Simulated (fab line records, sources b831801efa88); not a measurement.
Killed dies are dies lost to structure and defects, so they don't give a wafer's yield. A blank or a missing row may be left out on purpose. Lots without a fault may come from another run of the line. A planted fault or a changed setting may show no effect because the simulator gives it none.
Which tool did it? | flow sfq_line | 13 lots, 38 wafers sampled, at 2 steps of a route of 325

WHAT THE GAUGES READ, wafer by wafer
SFQ_M7_RS_MEAS_943: measures by four-point-probe.
lot  | measured     | on            | M7_NB_RS (ohm/sq)
L100 | day 68 06:03 | film_metro-04 | 0.888 0.875 0.885
L101 | day 69 02:26 | film_metro-03 | 0.894 0.895 0.901
L102 | day 69 06:04 | film_metro-04 | 0.887 0.887 0.888
L106 | day 70 18:07 | film_metro-04 | 0.880 0.882
L108 | day 71 06:55 | film_metro-04 | 0.887 0.621 0.879
L112 | day 73 00:41 | film_metro-01 | 0.892 0.894 0.895
L113 | day 73 04:20 | film_metro-04 | 0.875 0.881 0.885
L114 | day 73 06:43 | film_metro-01 | 0.884 0.881 0.885
L119 | day 74 05:39 | film_metro-01 | 0.895 0.895 0.891
L120 | day 75 07:32 | film_metro-01 | 0.884 0.896 0.890
L121 | day 75 13:32 | film_metro-03 | 0.879 0.879 0.889
L122 | day 75 17:09 | film_metro-01 | 0.885 0.883 0.882
L123 | day 75 21:21 | film_metro-03 | 0.882 0.894 0.889

WHICH TOOL RAN EACH LOT (tool, then ch and the chambers of the sampled wafers, then the start)
lot  | SFQ_TRILAYER_M7_DEP_SPUTTER_175
L100 | pvd_sputter-06, day 68 05:58
L101 | pvd_sputter-06, day 69 02:21
L102 | pvd_sputter-04, day 69 05:57
L106 | pvd_sputter-04, day 70 17:58
L108 | pvd_sputter-04, day 71 06:48
L112 | pvd_sputter-03, day 73 00:36
L113 | pvd_sputter-03, day 73 04:12
L114 | pvd_sputter-06, day 73 06:36
L119 | pvd_sputter-06, day 74 05:34
L120 | pvd_sputter-06, day 75 07:26
L121 | pvd_sputter-04, day 75 13:26
L122 | pvd_sputter-06, day 75 17:02
L123 | pvd_sputter-04, day 75 21:14
- SFQ_TRILAYER_M7_DEP_SPUTTER_175: material Nb, target thk 200 nm, time 133.3 s.

WHAT THE TOOLS THEMSELVES READ (means of the sampled wafers that have a number; where no wafer has one, the mark that the record gives instead)
SFQ_TRILAYER_M7_DEP_SPUTTER_175.
lot  | tool           | throttle_valve_pct (%)
L100 | pvd_sputter-06 | 30.9
L101 | pvd_sputter-06 | 29.4
L102 | pvd_sputter-04 | 29.7
L106 | pvd_sputter-04 | 30.7
L108 | pvd_sputter-04 | 30.3
L112 | pvd_sputter-03 | 30.1
L113 | pvd_sputter-03 | 31.4
L114 | pvd_sputter-06 | 30.2
L119 | pvd_sputter-06 | 30.7
L120 | pvd_sputter-06 | 29.7
L121 | pvd_sputter-04 | 30.7
L122 | pvd_sputter-06 | 29.9
L123 | pvd_sputter-04 | 30.4

THE ANSWER, worked out from the rows above alone
Rule: what is usual is taken from the lots themselves. Put in order of their means at a reading, lots are off if they are a third of the lots or fewer, leave a main group of 4 or more, and stand apart from it by a gap of 3 or more times the standard deviation of the main group's means; of several such gaps the widest counts. A main group whose means are all the same, to the digits that the tables above print for the reading, isn't used. A lot without any number at a reading at which 4 lots or more have one is off too. The other lots that the step has rows for count as sound. The gauges are gone through in route order, then the tools' own readings, and for those a lot's mean is taken as printed above. The first step at which some lot is off is used, and at that step the reading that is off furthest; a lot without a number counts as furthest.
Off: L108, at SFQ_M7_RS_MEAS_943 (M7_NB_RS). The main group: mean 0.887 ohm/sq, standard deviation 0.0053.
A tool fits if, at a process step before that reading, it ran every lot that is off, and no sound lot after the first of them. The gauges at SFQ_M7_RS_MEAS_943 are tried like those tools. None of those tried fits.

WHAT THE SIMULATOR HAD PUT IN
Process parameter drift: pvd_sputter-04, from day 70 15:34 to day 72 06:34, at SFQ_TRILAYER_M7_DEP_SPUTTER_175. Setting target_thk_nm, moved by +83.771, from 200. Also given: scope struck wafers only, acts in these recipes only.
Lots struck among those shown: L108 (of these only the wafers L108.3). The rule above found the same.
